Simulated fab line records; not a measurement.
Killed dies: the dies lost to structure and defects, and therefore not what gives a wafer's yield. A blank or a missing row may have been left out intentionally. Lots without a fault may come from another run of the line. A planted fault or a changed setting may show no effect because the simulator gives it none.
Struck lot and sound lot, side by side / flow gf180mcu / 16 steps out of a route of 602
Sound: the wafers L815.2, L815.3, L815.6. Wafers struck: L824.3, L824.4, L824.5. The cause is given at the end.
Each step with rows lists, per side, the tool, then ch with its chambers, then its first start. Under that, the readings that differ: sound wafers / struck wafers / difference of the means / sigmas: that difference in standard deviations of wafers without a fault.
alike: words and numbers the same on both sides, and readings whose means are apart by under 2 such deviations; not compared: readings that were withheld, readings missing a value for some wafer, numbers with overlapping values and no deviation given by the record, and bounds like >300 which may hide the same value.
A row with sigmas, a row that says differs or no value, or rows on one side alone: a step with any of these is where the two part. When numbers do not overlap yet have no deviation, they are printed without sigmas and do not part them. A reading that every wafer of one side lacks parts them only if that side has two wafers or more.

first, 4 steps without rows for these wafers: GF_SAB_SOFTBAKE_05 (time 60 s); GF_SAB_EXPOSE_06 (exposes mask SAB, target cd 420 nm); GF_SAB_PEB_07; GF_SAB_DEVELOP_08 (develop time 60 s).
GF_SAB_CD_MEAS_09: the cd target is 420 nm.
  struck on cdSem-01, day 20 15:37; sound on cdSem-01, day 17 17:10
  alike: cdNm
GF_SAB_OVL_MEAS_10:
  struck on overlay-01, day 20 15:43; sound on overlay-01, day 17 17:16
  alike: SAB_OVL
GF_SAB_ETCH_11: etches SiO2 in C4F8/O2/Ar, target depth 55 nm, time 8.5 s.
  sound on rieDiel-03 ch 0,3, day 17 17:17; struck on rieDiel-04 ch 1,2,3, day 20 15:44
  alike: oesProductAu
  not compared: rfHoursCounterH
then, 1 step without rows for these wafers: GF_SAB_WET_ETCH_12 (etches SiO2 in dHF, target depth 22 nm, time 440 s).
GF_SAB_STRIP_13: strips in O2/N2.
  sound on plasmaAsher-04 ch 0,1, day 17 17:27; struck on plasmaAsher-02 ch 0,1, day 20 15:56
  alike: drypumpMotorCurrentA, heaterPowerW, oesProductAu, stripTimeToEndpointS
  not compared: rfHoursCounterH
then, 2 steps without rows for these wafers: GF_SALICIDE_CLEAN_00 (cleans in SC1/SC2, time 150 s); GF_SALICIDE_WET_ETCH_01 (etches SiO2 in dHF, target depth 5 nm, time 100 s).
GF_SALICIDE_SPUTTER_02: material Co, target thk 10 nm, time 20 s.
  struck on pvdSputter-01, day 20 16:05; sound on pvdSputter-02, day 17 17:38
  alike: cathodeDcPowerW, throttleValvePct
GF_SALICIDE_SPUTTER_03: material TiN, target thk 20 nm, time 16.7 s.
  struck on pvdSputter-01, day 20 16:07; sound on pvdSputter-02, day 17 17:40
reading=cathodeDcPowerW (W); sound=6501.0 6501.7 6499.1; struck=6237.8 6241.8 6240.2; difference=-260.7; sigmas=-99 or more
reading=model.TiN_of_SALICIDE_SPUTTER_03.thkNm (nm); sound=20.17 20.09 20.12; struck=19.15 18.87 18.48; difference=-1.29; sigmas=
  alike: throttleValvePct
GF_SALICIDE_RS_MEAS_04: uses a four-point probe to measure.
  struck on filmMetro-03, day 20 16:11; sound on filmMetro-04, day 17 17:43
  alike: SALICIDE_TIN_RS
GF_SALICIDE_THK_MEAS_05: measures by xrf.
  struck on filmMetro-03, day 20 16:35; sound on filmMetro-04, day 17 17:49
reading=SALICIDE_TIN_THK (nm); sound=20.2 20.2 20.2; struck=19.1 18.8 18.4; difference=-1.4; sigmas=-4
  not compared: hold
GF_SALICIDE_RTA_06: time 30 s.
  sound on rtpAnneal-01 ch 0, day 17 17:53; struck on rtpAnneal-01 ch 0, day 20 22:49
reading=hold; sound=- - -; struck=awaitDispo/6.1h/release awaitDispo/6.1h/release awaitDispo/6.1h/release; difference=no value on the sound wafers; sigmas=
  alike: chamberO2Ppm, lampPowerPct, wafer_temp_C_max

## WHERE THEY PART
At GF_SALICIDE_SPUTTER_03 first; at GF_SALICIDE_RTA_06 last (within this record only).

WHY: what had been put in by the simulator
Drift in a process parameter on pvdSputter-01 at GF_SALICIDE_SPUTTER_03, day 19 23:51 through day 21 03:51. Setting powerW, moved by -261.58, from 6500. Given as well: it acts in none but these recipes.
